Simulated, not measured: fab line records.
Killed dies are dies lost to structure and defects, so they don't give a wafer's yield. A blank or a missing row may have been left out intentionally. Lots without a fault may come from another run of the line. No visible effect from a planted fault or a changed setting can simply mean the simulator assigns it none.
Which tool is to blame? || flow gf180mcu || Sampling: 24 lots, 72 wafers, 6 of 602 route steps

WHAT THE GAUGES SHOWED, per wafer
GF_V1_BOW_MEAS_05. Usual: V1_BOW typically reads 82 um, with standard deviation 6.8.
{"lot": "L074", "measured": "day 17 01:51", "on": "film metro-04", "V1_BOW (um)": "87 94 87", "flag": ""}
{"lot": "L075", "measured": "day 17 14:16", "on": "film metro-02", "V1_BOW (um)": "88 86 96", "flag": ""}
{"lot": "L076", "measured": "day 17 20:56", "on": "film metro-02", "V1_BOW (um)": "86 89 90", "flag": ""}
{"lot": "L077", "measured": "day 18 05:40", "on": "film metro-04", "V1_BOW (um)": "77 75 82", "flag": ""}
{"lot": "L078", "measured": "day 19 04:25", "on": "film metro-01", "V1_BOW (um)": "76 80 71", "flag": ""}
{"lot": "L079", "measured": "day 19 10:25", "on": "film metro-02", "V1_BOW (um)": "87 84 87", "flag": ""}
{"lot": "L080", "measured": "day 19 22:42", "on": "film metro-04", "V1_BOW (um)": "80 85 89", "flag": ""}
{"lot": "L081", "measured": "day 20 05:30", "on": "film metro-02", "V1_BOW (um)": "77 73 83", "flag": ""}
{"lot": "L082", "measured": "day 20 09:07", "on": "film metro-02", "V1_BOW (um)": "74 79 79", "flag": ""}
{"lot": "L083", "measured": "day 20 17:02", "on": "film metro-01", "V1_BOW (um)": "74 80 83", "flag": ""}
{"lot": "L084", "measured": "day 20 23:32", "on": "film metro-01", "V1_BOW (um)": "88 79 83", "flag": ""}
{"lot": "L085", "measured": "day 21 13:40", "on": "film metro-04", "V1_BOW (um)": "81 82 76", "flag": ""}
{"lot": "L086", "measured": "day 21 19:27", "on": "film metro-02", "V1_BOW (um)": "75 76 89", "flag": ""}
{"lot": "L087", "measured": "day 22 02:05", "on": "film metro-02", "V1_BOW (um)": "87 79 86", "flag": ""}
{"lot": "L088", "measured": "day 22 17:49", "on": "film metro-02", "V1_BOW (um)": "87 77 77", "flag": ""}
{"lot": "L089", "measured": "day 23 06:06", "on": "film metro-04", "V1_BOW (um)": "80 87 92", "flag": ""}
{"lot": "L090", "measured": "day 23 07:07", "on": "film metro-01", "V1_BOW (um)": "83 71 79", "flag": ""}
{"lot": "L091", "measured": "day 23 13:03", "on": "film metro-02", "V1_BOW (um)": "73 72 71", "flag": ""}
{"lot": "L092", "measured": "day 23 19:56", "on": "film metro-02", "V1_BOW (um)": "73 72 72", "flag": ""}
{"lot": "L093", "measured": "day 24 05:02", "on": "film metro-01", "V1_BOW (um)": "87 91 80", "flag": ""}
{"lot": "L094", "measured": "day 24 10:37", "on": "film metro-02", "V1_BOW (um)": "90 80 86", "flag": ""}
{"lot": "L095", "measured": "day 24 15:41", "on": "film metro-04", "V1_BOW (um)": "82 76 75", "flag": ""}
{"lot": "L096", "measured": "day 24 21:01", "on": "film metro-02", "V1_BOW (um)": "87 70 92", "flag": ""}
{"lot": "L097", "measured": "day 25 05:12", "on": "film metro-04", "V1_BOW (um)": "82 79 84", "flag": ""}

GF_V5_OVL_MEAS_15. Usual: V5_OVL typically reads -1 nm, with standard deviation 5.8.
{"lot": "L074", "measured": "day 27 02:05", "on": "overlay-02", "V5_OVL (nm)": "5 1 2", "flag": ""}
{"lot": "L075", "measured": "day 27 14:02", "on": "overlay-02", "V5_OVL (nm)": "-5 -9 -9", "flag": ""}
{"lot": "L076", "measured": "day 27 19:04", "on": "overlay-02", "V5_OVL (nm)": "2 7 -1", "flag": ""}
{"lot": "L077", "measured": "day 28 04:01", "on": "overlay-02", "V5_OVL (nm)": "2 -2 3", "flag": ""}
{"lot": "L078", "measured": "day 28 20:29", "on": "overlay-01", "V5_OVL (nm)": "2 -1 2", "flag": ""}
{"lot": "L079", "measured": "day 29 03:17", "on": "overlay-02", "V5_OVL (nm)": "7 5 5", "flag": ""}
{"lot": "L080", "measured": "day 29 16:43", "on": "overlay-01", "V5_OVL (nm)": "-3 5 1", "flag": ""}
{"lot": "L081", "measured": "day 29 18:56", "on": "overlay-01", "V5_OVL (nm)": "-8 -8 -6", "flag": ""}
{"lot": "L082", "measured": "day 29 21:23", "on": "overlay-02", "V5_OVL (nm)": "-2 -3 0", "flag": ""}
{"lot": "L083", "measured": "day 30 04:02", "on": "overlay-01", "V5_OVL (nm)": "15 12 9", "flag": ""}
{"lot": "L084", "measured": "day 30 08:47", "on": "overlay-01", "V5_OVL (nm)": "6 5 -1", "flag": ""}
{"lot": "L085", "measured": "day 30 19:16", "on": "overlay-01", "V5_OVL (nm)": "6 -2 3", "flag": ""}
{"lot": "L086", "measured": "day 31 00:46", "on": "overlay-02", "V5_OVL (nm)": "-2 -6 -4", "flag": ""}
{"lot": "L087", "measured": "day 31 04:32", "on": "overlay-01", "V5_OVL (nm)": "1 -1 -4", "flag": ""}
{"lot": "L088", "measured": "day 31 16:41", "on": "overlay-02", "V5_OVL (nm)": "-4 -7 -9", "flag": ""}
{"lot": "L089", "measured": "day 32 00:44", "on": "overlay-01", "V5_OVL (nm)": "-12 -7 -9", "flag": ""}
{"lot": "L090", "measured": "day 32 02:19", "on": "overlay-01", "V5_OVL (nm)": "9 5 5", "flag": ""}
{"lot": "L091", "measured": "day 32 06:35", "on": "overlay-01", "V5_OVL (nm)": "-8 -4 -2", "flag": ""}
{"lot": "L092", "measured": "day 32 11:31", "on": "overlay-01", "V5_OVL (nm)": "2 -2 -2", "flag": ""}
{"lot": "L093", "measured": "day 32 20:11", "on": "overlay-02", "V5_OVL (nm)": "11 4 4", "flag": ""}
{"lot": "L094", "measured": "day 32 22:53", "on": "overlay-01", "V5_OVL (nm)": "-4 -4 -10", "flag": ""}
{"lot": "L095", "measured": "day 33 03:05", "on": "overlay-02", "V5_OVL (nm)": "2 3 -2", "flag": ""}
{"lot": "L096", "measured": "day 33 07:59", "on": "overlay-01", "V5_OVL (nm)": "-1 -1 0", "flag": ""}
{"lot": "L097", "measured": "day 33 11:31", "on": "overlay-01", "V5_OVL (nm)": "-4 -9 -9", "flag": ""}

EACH LOT AND THE TOOL THAT RAN IT (in order: tool; ch and the chambers of the sampled wafers; start)
{"lot": "L074", "GF_V2_CVD_02": "pecvd-03 ch 0,2, day 19 03:23", "GF_V2_ETCH_16": "rie diel-02 ch 0,2,3, day 20 03:46", "GF_M4_SPUTTER_03": "pvd sputter-03, day 22 07:27", "GF_MIM_SPUTTER_01": "pvd sputter-03, day 24 07:57"}
{"lot": "L075", "GF_V2_CVD_02": "pecvd-03 ch 0,1,2, day 19 15:35", "GF_V2_ETCH_16": "rie diel-03 ch 0,2, day 20 15:59", "GF_M4_SPUTTER_03": "pvd sputter-02, day 22 20:30", "GF_MIM_SPUTTER_01": "pvd sputter-03, day 24 21:28"}
{"lot": "L076", "GF_V2_CVD_02": "pecvd-04 ch 1,2, day 19 23:27", "GF_V2_ETCH_16": "rie diel-02 ch 0,2,3, day 21 00:40", "GF_M4_SPUTTER_03": "pvd sputter-04, day 23 04:49", "GF_MIM_SPUTTER_01": "pvd sputter-01, day 25 03:53"}
{"lot": "L077", "GF_V2_CVD_02": "pecvd-04 ch 0,2, day 20 09:11", "GF_V2_ETCH_16": "rie diel-03 ch 1,2, day 21 09:44", "GF_M4_SPUTTER_03": "pvd sputter-04, day 23 13:23", "GF_MIM_SPUTTER_01": "pvd sputter-01, day 25 12:38"}
{"lot": "L078", "GF_V2_CVD_02": "pecvd-04 ch 0,2, day 21 06:23", "GF_V2_ETCH_16": "rie diel-03 ch 0,1,2, day 22 06:50", "GF_M4_SPUTTER_03": "pvd sputter-02, day 24 09:15", "GF_MIM_SPUTTER_01": "pvd sputter-03, day 26 06:50"}
{"lot": "L079", "GF_V2_CVD_02": "pecvd-04 ch 0,1, day 21 12:33", "GF_V2_ETCH_16": "rie diel-02 ch 0,2,3, day 22 12:24", "GF_M4_SPUTTER_03": "pvd sputter-03, day 24 14:41", "GF_MIM_SPUTTER_01": "pvd sputter-01, day 26 12:22"}
{"lot": "L080", "GF_V2_CVD_02": "pecvd-01 ch 0,1,2, day 22 01:19", "GF_V2_ETCH_16": "rie diel-03 ch 0,1,2, day 23 01:08", "GF_M4_SPUTTER_03": "pvd sputter-02, day 25 06:22", "GF_MIM_SPUTTER_01": "pvd sputter-03, day 27 04:01"}
{"lot": "L081", "GF_V2_CVD_02": "pecvd-03 ch 0,2, day 22 09:10", "GF_V2_ETCH_16": "rie diel-04 ch 1,2, day 23 09:28", "GF_M4_SPUTTER_03": "pvd sputter-03, day 25 10:06", "GF_MIM_SPUTTER_01": "pvd sputter-02, day 27 06:43"}
{"lot": "L082", "GF_V2_CVD_02": "pecvd-04 ch 0,1, day 22 11:22", "GF_V2_ETCH_16": "rie diel-04 ch 1,2,3, day 23 11:01", "GF_M4_SPUTTER_03": "pvd sputter-02, day 25 12:16", "GF_MIM_SPUTTER_01": "pvd sputter-02, day 27 09:16"}
{"lot": "L083", "GF_V2_CVD_02": "pecvd-01 ch 0,1, day 22 19:25", "GF_V2_ETCH_16": "rie diel-04 ch 0,3, day 23 18:44", "GF_M4_SPUTTER_03": "pvd sputter-03, day 25 19:19", "GF_MIM_SPUTTER_01": "pvd sputter-03, day 27 16:08"}
{"lot": "L084", "GF_V2_CVD_02": "pecvd-01 ch 0,1,2, day 23 01:37", "GF_V2_ETCH_16": "rie diel-02 ch 1,2,3, day 24 02:23", "GF_M4_SPUTTER_03": "pvd sputter-04, day 26 01:04", "GF_MIM_SPUTTER_01": "pvd sputter-01, day 27 20:56"}
{"lot": "L085", "GF_V2_CVD_02": "pecvd-04 ch 0,1, day 23 15:20", "GF_V2_ETCH_16": "rie diel-03 ch 0,2, day 24 13:52", "GF_M4_SPUTTER_03": "pvd sputter-02, day 26 13:55", "GF_MIM_SPUTTER_01": "pvd sputter-01, day 28 09:31"}
{"lot": "L086", "GF_V2_CVD_02": "pecvd-01 ch 0,1,2, day 23 21:05", "GF_V2_ETCH_16": "rie diel-04 ch 1,2,3, day 24 20:29", "GF_M4_SPUTTER_03": "pvd sputter-02, day 26 19:44", "GF_MIM_SPUTTER_01": "pvd sputter-02, day 28 14:19"}
{"lot": "L087", "GF_V2_CVD_02": "pecvd-01 ch 0,1,2, day 24 04:01", "GF_V2_ETCH_16": "rie diel-02 ch 0,3, day 25 02:17", "GF_M4_SPUTTER_03": "pvd sputter-04, day 27 00:01", "GF_MIM_SPUTTER_01": "pvd sputter-02, day 28 18:28"}
{"lot": "L088", "GF_V2_CVD_02": "pecvd-04 ch 0,1,2, day 24 16:03", "GF_V2_ETCH_16": "rie diel-02 ch 2,3, day 25 14:01", "GF_M4_SPUTTER_03": "pvd sputter-02, day 27 12:43", "GF_MIM_SPUTTER_01": "pvd sputter-03, day 29 06:35"}
{"lot": "L089", "GF_V2_CVD_02": "pecvd-04 ch 0,1,2, day 25 05:17", "GF_V2_ETCH_16": "rie diel-02 ch 0,2,3, day 26 03:38", "GF_M4_SPUTTER_03": "pvd sputter-03, day 28 00:57", "GF_MIM_SPUTTER_01": "pvd sputter-02, day 29 17:26"}
{"lot": "L090", "GF_V2_CVD_02": "pecvd-01 ch 0,2, day 25 05:45", "GF_V2_ETCH_16": "rie diel-03 ch 2,3, day 26 03:59", "GF_M4_SPUTTER_03": "pvd sputter-02, day 28 01:33", "GF_MIM_SPUTTER_01": "pvd sputter-01, day 29 18:59"}
{"lot": "L091", "GF_V2_CVD_02": "pecvd-01 ch 0,1,2, day 25 12:11", "GF_V2_ETCH_16": "rie diel-02 ch 0,3, day 26 09:43", "GF_M4_SPUTTER_03": "pvd sputter-04, day 28 06:30", "GF_MIM_SPUTTER_01": "pvd sputter-02, day 29 23:21"}
{"lot": "L092", "GF_V2_CVD_02": "pecvd-03 ch 1,2, day 25 18:02", "GF_V2_ETCH_16": "rie diel-02 ch 1,3, day 26 15:38", "GF_M4_SPUTTER_03": "pvd sputter-03, day 28 12:42", "GF_MIM_SPUTTER_01": "pvd sputter-01, day 30 06:04"}
{"lot": "L093", "GF_V2_CVD_02": "pecvd-03 ch 0,1,2, day 26 02:50", "GF_V2_ETCH_16": "rie diel-02 ch 0,2, day 27 00:19", "GF_M4_SPUTTER_03": "pvd sputter-03, day 28 20:19", "GF_MIM_SPUTTER_01": "pvd sputter-01, day 30 11:58"}
{"lot": "L094", "GF_V2_CVD_02": "pecvd-04 ch 0,1,2, day 26 07:08", "GF_V2_ETCH_16": "rie diel-03 ch 0,2,3, day 27 04:10", "GF_M4_SPUTTER_03": "pvd sputter-03, day 29 00:31", "GF_MIM_SPUTTER_01": "pvd sputter-03, day 30 16:44"}
{"lot": "L095", "GF_V2_CVD_02": "pecvd-04 ch 0,1, day 26 13:23", "GF_V2_ETCH_16": "rie diel-02 ch 0,1,2, day 27 10:31", "GF_M4_SPUTTER_03": "pvd sputter-02, day 29 06:17", "GF_MIM_SPUTTER_01": "pvd sputter-01, day 30 23:07"}
{"lot": "L096", "GF_V2_CVD_02": "pecvd-03 ch 1,2, day 26 18:14", "GF_V2_ETCH_16": "rie diel-02 ch 0,1,2, day 27 15:16", "GF_M4_SPUTTER_03": "pvd sputter-02, day 29 10:58", "GF_MIM_SPUTTER_01": "pvd sputter-01, day 31 02:38"}
{"lot": "L097", "GF_V2_CVD_02": "pecvd-03 ch 1,2, day 27 01:33", "GF_V2_ETCH_16": "rie diel-02 ch 2,3, day 27 22:04", "GF_M4_SPUTTER_03": "pvd sputter-03, day 29 16:31", "GF_MIM_SPUTTER_01": "pvd sputter-01, day 31 09:25"}
- GF_V2_CVD_02: deposits SiO2 from TEOS, target thk 850 nm, time 94.851 s.
- GF_V2_ETCH_16: etches BARC in N2/H2.
- GF_M4_SPUTTER_03: material Ti, target thk 10 nm, time 6.7 s.
- GF_MIM_SPUTTER_01: material TiN, target thk 30 nm, time 25 s.

AS READ BY THE TOOLS THEMSELVES (means over the sampled wafers that have a number; for cases with no such wafer, the mark the record gives instead)
GF_V2_CVD_02. Usual: heater power w 592 W, standard deviation 83; susceptor temp C 399.98 C, standard deviation 0.21.
{"lot": "L074", "tool": "pecvd-03", "heater power w (W)": 567, "susceptor temp C (C)": 400.00, "flag": ""}
{"lot": "L075", "tool": "pecvd-03", "heater power w (W)": 543, "susceptor temp C (C)": 400.01, "flag": ""}
{"lot": "L076", "tool": "pecvd-04", "heater power w (W)": 567, "susceptor temp C (C)": 399.80, "flag": ""}
{"lot": "L077", "tool": "pecvd-04", "heater power w (W)": 618, "susceptor temp C (C)": 399.98, "flag": ""}
{"lot": "L078", "tool": "pecvd-04", "heater power w (W)": 611, "susceptor temp C (C)": 399.92, "flag": ""}
{"lot": "L079", "tool": "pecvd-04", "heater power w (W)": 639, "susceptor temp C (C)": 400.00, "flag": ""}
{"lot": "L080", "tool": "pecvd-01", "heater power w (W)": 643, "susceptor temp C (C)": 400.05, "flag": ""}
{"lot": "L081", "tool": "pecvd-03", "heater power w (W)": 596, "susceptor temp C (C)": 399.93, "flag": ""}
{"lot": "L082", "tool": "pecvd-04", "heater power w (W)": 651, "susceptor temp C (C)": 400.16, "flag": ""}
{"lot": "L083", "tool": "pecvd-01", "heater power w (W)": 708, "susceptor temp C (C)": 399.93, "flag": ""}
{"lot": "L084", "tool": "pecvd-01", "heater power w (W)": 634, "susceptor temp C (C)": 399.87, "flag": ""}
{"lot": "L085", "tool": "pecvd-04", "heater power w (W)": 617, "susceptor temp C (C)": 399.98, "flag": ""}
{"lot": "L086", "tool": "pecvd-01", "heater power w (W)": 663, "susceptor temp C (C)": 399.97, "flag": ""}
{"lot": "L087", "tool": "pecvd-01", "heater power w (W)": 644, "susceptor temp C (C)": 399.82, "flag": ""}
{"lot": "L088", "tool": "pecvd-04", "heater power w (W)": 645, "susceptor temp C (C)": 400.19, "flag": ""}
{"lot": "L089", "tool": "pecvd-04", "heater power w (W)": 597, "susceptor temp C (C)": 400.14, "flag": ""}
{"lot": "L090", "tool": "pecvd-01", "heater power w (W)": 547, "susceptor temp C (C)": 399.78, "flag": ""}
{"lot": "L091", "tool": "pecvd-01", "heater power w (W)": 584, "susceptor temp C (C)": 399.91, "flag": ""}
{"lot": "L092", "tool": "pecvd-03", "heater power w (W)": 498, "susceptor temp C (C)": 399.76, "flag": ""}
{"lot": "L093", "tool": "pecvd-03", "heater power w (W)": 504, "susceptor temp C (C)": 400.04, "flag": ""}
{"lot": "L094", "tool": "pecvd-04", "heater power w (W)": 598, "susceptor temp C (C)": 399.88, "flag": ""}
{"lot": "L095", "tool": "pecvd-04", "heater power w (W)": 611, "susceptor temp C (C)": 399.99, "flag": ""}
{"lot": "L096", "tool": "pecvd-03", "heater power w (W)": 517, "susceptor temp C (C)": 400.03, "flag": ""}
{"lot": "L097", "tool": "pecvd-03", "heater power w (W)": 517, "susceptor temp C (C)": 399.83, "flag": ""}

GF_V2_ETCH_16. Usual: drypump motor current A 5.9 A, standard deviation 0.43; oes product au 0.855 a.u., standard deviation 0.0046; throttle valve pct 13.225 %, standard deviation 0.0092.
{"lot": "L074", "tool": "rie diel-02", "drypump motor current A (A)": 5.9, "oes product au (a.u.)": 0.859, "throttle valve pct (%)": 13.222, "flag": ""}
{"lot": "L075", "tool": "rie diel-03", "drypump motor current A (A)": 5.8, "oes product au (a.u.)": 0.852, "throttle valve pct (%)": 13.236, "flag": ""}
{"lot": "L076", "tool": "rie diel-02", "drypump motor current A (A)": 5.9, "oes product au (a.u.)": 0.855, "throttle valve pct (%)": 13.227, "flag": ""}
{"lot": "L077", "tool": "rie diel-03", "drypump motor current A (A)": 5.6, "oes product au (a.u.)": 0.854, "throttle valve pct (%)": 13.216, "flag": ""}
{"lot": "L078", "tool": "rie diel-03", "drypump motor current A (A)": 5.7, "oes product au (a.u.)": 0.852, "throttle valve pct (%)": 13.217, "flag": ""}
{"lot": "L079", "tool": "rie diel-02", "drypump motor current A (A)": 5.9, "oes product au (a.u.)": 0.858, "throttle valve pct (%)": 13.232, "flag": ""}
{"lot": "L080", "tool": "rie diel-03", "drypump motor current A (A)": 5.7, "oes product au (a.u.)": 0.857, "throttle valve pct (%)": 13.221, "flag": ""}
{"lot": "L081", "tool": "rie diel-04", "drypump motor current A (A)": 5.0, "oes product au (a.u.)": 0.855, "throttle valve pct (%)": 13.225, "flag": ""}
{"lot": "L082", "tool": "rie diel-04", "drypump motor current A (A)": 5.4, "oes product au (a.u.)": 0.853, "throttle valve pct (%)": 13.217, "flag": ""}
{"lot": "L083", "tool": "rie diel-04", "drypump motor current A (A)": 5.8, "oes product au (a.u.)": 0.854, "throttle valve pct (%)": 13.227, "flag": ""}
{"lot": "L084", "tool": "rie diel-02", "drypump motor current A (A)": 6.3, "oes product au (a.u.)": 0.853, "throttle valve pct (%)": 13.224, "flag": ""}
{"lot": "L085", "tool": "rie diel-03", "drypump motor current A (A)": 5.8, "oes product au (a.u.)": 0.855, "throttle valve pct (%)": 13.230, "flag": ""}
{"lot": "L086", "tool": "rie diel-04", "drypump motor current A (A)": 5.4, "oes product au (a.u.)": 0.852, "throttle valve pct (%)": 13.222, "flag": ""}
{"lot": "L087", "tool": "rie diel-02", "drypump motor current A (A)": 5.7, "oes product au (a.u.)": 0.861, "throttle valve pct (%)": 13.224, "flag": ""}
{"lot": "L088", "tool": "rie diel-02", "drypump motor current A (A)": 6.0, "oes product au (a.u.)": 0.851, "throttle valve pct (%)": 13.220, "flag": ""}
{"lot": "L089", "tool": "rie diel-02", "drypump motor current A (A)": 5.9, "oes product au (a.u.)": 0.854, "throttle valve pct (%)": 13.238, "flag": ""}
{"lot": "L090", "tool": "rie diel-03", "drypump motor current A (A)": 5.4, "oes product au (a.u.)": 0.853, "throttle valve pct (%)": 13.226, "flag": ""}
{"lot": "L091", "tool": "rie diel-02", "drypump motor current A (A)": 5.8, "oes product au (a.u.)": 0.852, "throttle valve pct (%)": 13.238, "flag": ""}
{"lot": "L092", "tool": "rie diel-02", "drypump motor current A (A)": 6.4, "oes product au (a.u.)": 0.857, "throttle valve pct (%)": 13.225, "flag": ""}
{"lot": "L093", "tool": "rie diel-02", "drypump motor current A (A)": 5.8, "oes product au (a.u.)": 0.854, "throttle valve pct (%)": 13.217, "flag": ""}
{"lot": "L094", "tool": "rie diel-03", "drypump motor current A (A)": 5.7, "oes product au (a.u.)": 0.849, "throttle valve pct (%)": 13.219, "flag": ""}
{"lot": "L095", "tool": "rie diel-02", "drypump motor current A (A)": 6.2, "oes product au (a.u.)": 0.852, "throttle valve pct (%)": 13.220, "flag": ""}
{"lot": "L096", "tool": "rie diel-02", "drypump motor current A (A)": 6.2, "oes product au (a.u.)": 0.855, "throttle valve pct (%)": 13.223, "flag": ""}
{"lot": "L097", "tool": "rie diel-02", "drypump motor current A (A)": 6.0, "oes product au (a.u.)": 0.859, "throttle valve pct (%)": 13.224, "flag": ""}

GF_M4_SPUTTER_03. Usual: throttle valve pct at 29.9 %, with a standard deviation of 0.83.
{"lot": "L074", "tool": "pvd sputter-03", "throttle valve pct (%)": 29.7, "flag": ""}
{"lot": "L075", "tool": "pvd sputter-02", "throttle valve pct (%)": 29.3, "flag": ""}
{"lot": "L076", "tool": "pvd sputter-04", "throttle valve pct (%)": 30.6, "flag": ""}
{"lot": "L077", "tool": "pvd sputter-04", "throttle valve pct (%)": 30.7, "flag": ""}
{"lot": "L078", "tool": "pvd sputter-02", "throttle valve pct (%)": 29.5, "flag": ""}
{"lot": "L079", "tool": "pvd sputter-03", "throttle valve pct (%)": 30.0, "flag": ""}
{"lot": "L080", "tool": "pvd sputter-02", "throttle valve pct (%)": 29.4, "flag": ""}
{"lot": "L081", "tool": "pvd sputter-03", "throttle valve pct (%)": 29.8, "flag": ""}
{"lot": "L082", "tool": "pvd sputter-02", "throttle valve pct (%)": 29.8, "flag": ""}
{"lot": "L083", "tool": "pvd sputter-03", "throttle valve pct (%)": 30.5, "flag": ""}
{"lot": "L084", "tool": "pvd sputter-04", "throttle valve pct (%)": 29.9, "flag": ""}
{"lot": "L085", "tool": "pvd sputter-02", "throttle valve pct (%)": 29.4, "flag": ""}
{"lot": "L086", "tool": "pvd sputter-02", "throttle valve pct (%)": 29.9, "flag": ""}
{"lot": "L087", "tool": "pvd sputter-04", "throttle valve pct (%)": 30.0, "flag": ""}
{"lot": "L088", "tool": "pvd sputter-02", "throttle valve pct (%)": 30.3, "flag": ""}
{"lot": "L089", "tool": "pvd sputter-03", "throttle valve pct (%)": 30.0, "flag": ""}
{"lot": "L090", "tool": "pvd sputter-02", "throttle valve pct (%)": 29.1, "flag": ""}
{"lot": "L091", "tool": "pvd sputter-04", "throttle valve pct (%)": 29.9, "flag": ""}
{"lot": "L092", "tool": "pvd sputter-03", "throttle valve pct (%)": 30.5, "flag": ""}
{"lot": "L093", "tool": "pvd sputter-03", "throttle valve pct (%)": 29.7, "flag": ""}
{"lot": "L094", "tool": "pvd sputter-03", "throttle valve pct (%)": 30.3, "flag": ""}
{"lot": "L095", "tool": "pvd sputter-02", "throttle valve pct (%)": 29.8, "flag": ""}
{"lot": "L096", "tool": "pvd sputter-02", "throttle valve pct (%)": 30.0, "flag": ""}
{"lot": "L097", "tool": "pvd sputter-03", "throttle valve pct (%)": 29.2, "flag": ""}

GF_MIM_SPUTTER_01. Usual: throttle valve pct at 30.1 %, with a standard deviation of 0.78.
{"lot": "L074", "tool": "pvd sputter-03", "throttle valve pct (%)": 29.7, "flag": ""}
{"lot": "L075", "tool": "pvd sputter-03", "throttle valve pct (%)": 30.1, "flag": ""}
{"lot": "L076", "tool": "pvd sputter-01", "throttle valve pct (%)": 30.2, "flag": ""}
{"lot": "L077", "tool": "pvd sputter-01", "throttle valve pct (%)": 30.5, "flag": ""}
{"lot": "L078", "tool": "pvd sputter-03", "throttle valve pct (%)": 29.8, "flag": ""}
{"lot": "L079", "tool": "pvd sputter-01", "throttle valve pct (%)": 29.8, "flag": ""}
{"lot": "L080", "tool": "pvd sputter-03", "throttle valve pct (%)": 30.3, "flag": ""}
{"lot": "L081", "tool": "pvd sputter-02", "throttle valve pct (%)": 29.7, "flag": ""}
{"lot": "L082", "tool": "pvd sputter-02", "throttle valve pct (%)": 29.5, "flag": ""}
{"lot": "L083", "tool": "pvd sputter-03", "throttle valve pct (%)": 30.3, "flag": ""}
{"lot": "L084", "tool": "pvd sputter-01", "throttle valve pct (%)": 30.2, "flag": ""}
{"lot": "L085", "tool": "pvd sputter-01", "throttle valve pct (%)": 30.2, "flag": ""}
{"lot": "L086", "tool": "pvd sputter-02", "throttle valve pct (%)": 30.1, "flag": ""}
{"lot": "L087", "tool": "pvd sputter-02", "throttle valve pct (%)": 30.1, "flag": ""}
{"lot": "L088", "tool": "pvd sputter-03", "throttle valve pct (%)": 30.3, "flag": ""}
{"lot": "L089", "tool": "pvd sputter-02", "throttle valve pct (%)": 29.7, "flag": ""}
{"lot": "L090", "tool": "pvd sputter-01", "throttle valve pct (%)": 30.9, "flag": ""}
{"lot": "L091", "tool": "pvd sputter-02", "throttle valve pct (%)": 29.8, "flag": ""}
{"lot": "L092", "tool": "pvd sputter-01", "throttle valve pct (%)": 30.1, "flag": ""}
{"lot": "L093", "tool": "pvd sputter-01", "throttle valve pct (%)": 30.7, "flag": ""}
{"lot": "L094", "tool": "pvd sputter-03", "throttle valve pct (%)": 29.7, "flag": ""}
{"lot": "L095", "tool": "pvd sputter-01", "throttle valve pct (%)": 30.3, "flag": ""}
{"lot": "L096", "tool": "pvd sputter-01", "throttle valve pct (%)": 30.3, "flag": ""}
{"lot": "L097", "tool": "pvd sputter-01", "throttle valve pct (%)": 30.6, "flag": ""}

THE ANSWER, worked out from the rows above alone
Rule: lot off if the mean of its wafers having a number is beyond 3 standard deviations from the usual mean. Also off: a lot with no number at a reading for which 4 or more lots have one. Any other lot the step has rows for is counted as sound. The gauges are gone through in route order, then the tools' own readings, and for those a lot's mean is taken as printed above. The first step at which some lot is off is used, and at that step the reading that is off furthest; a lot without a number counts as furthest.
None of the lots is off at any reading shown; this tells nothing.

WHAT WAS PUT IN BY THE SIMULATOR
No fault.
